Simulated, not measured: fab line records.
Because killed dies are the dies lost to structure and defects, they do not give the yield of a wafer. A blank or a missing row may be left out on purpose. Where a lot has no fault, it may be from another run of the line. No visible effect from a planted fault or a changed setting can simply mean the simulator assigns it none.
Matching of chambers / flow sfqLine / SFQ_TRILAYER_I1_CMP_CMP_046 on cmp-02 has 4 sister chambers
The step polishes SiO2. 7 wafers are shown with their chamber, then 7 later ones without.

== EACH WAFER AND ITS CHAMBER ==
wafer=L670.4; chamber=1; motorCurrentA (A)=9.7; timeToEndpointS (s)=220
wafer=L672.3; chamber=0; motorCurrentA (A)=8.8; timeToEndpointS (s)=223
wafer=L673.3; chamber=0; motorCurrentA (A)=8.9; timeToEndpointS (s)=203
wafer=L673.5; chamber=2; motorCurrentA (A)=8.4; timeToEndpointS (s)=214
wafer=L673.6; chamber=3; motorCurrentA (A)=9.6; timeToEndpointS (s)=203
wafer=L689.1; chamber=3; motorCurrentA (A)=10.1; timeToEndpointS (s)=200
wafer=L689.4; chamber=2; motorCurrentA (A)=8.5; timeToEndpointS (s)=214

== WAFERS WITH NO CHAMBER GIVEN ==
wafer=L689.6; motorCurrentA (A)=9.7; timeToEndpointS (s)=207
wafer=L690.3; motorCurrentA (A)=8.1; timeToEndpointS (s)=212
wafer=L690.1; motorCurrentA (A)=8.8; timeToEndpointS (s)=206
wafer=L690.5; motorCurrentA (A)=8.3; timeToEndpointS (s)=223
wafer=L693.3; motorCurrentA (A)=8.6; timeToEndpointS (s)=222
wafer=L693.1; motorCurrentA (A)=8.6; timeToEndpointS (s)=217
wafer=L693.5; motorCurrentA (A)=8.0; timeToEndpointS (s)=223

== THE CHAMBER EACH PASSED THROUGH ==
wafer=L689.6; from the rows above=can't be placed: 3 or 1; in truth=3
wafer=L690.3; from the rows above=can't be placed: 2 or 0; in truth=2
wafer=L690.1; from the rows above=can't be placed: 0 or 2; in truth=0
wafer=L690.5; from the rows above=can't be placed: 2 or 0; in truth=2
wafer=L693.3; from the rows above=can't be placed: 2 or 0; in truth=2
wafer=L693.1; from the rows above=can't be placed: 2 or 0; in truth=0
wafer=L693.5; from the rows above=can't be placed: 2 or 0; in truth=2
0 of 7 placed correctly. Can't be placed from these rows: 7 (the true chamber is among the candidates in 7). Wrongly placed: 0.
How it was worked out, from the rows above alone: a wafer's distance from a chamber is the root of the sum, over the readings, of the square of ((its reading less the chamber's mean) divided by the reading's scatter). If the next closest chamber is less than 2 further off than the closest, the wafer can't be placed; otherwise it belongs to the closest. The mean given for a chamber averages the wafers shown for that chamber. The scatter: take each reading less its chamber's mean, square it, sum over the shown wafers, divide by the number of wafers less the number of chambers, and take the root.
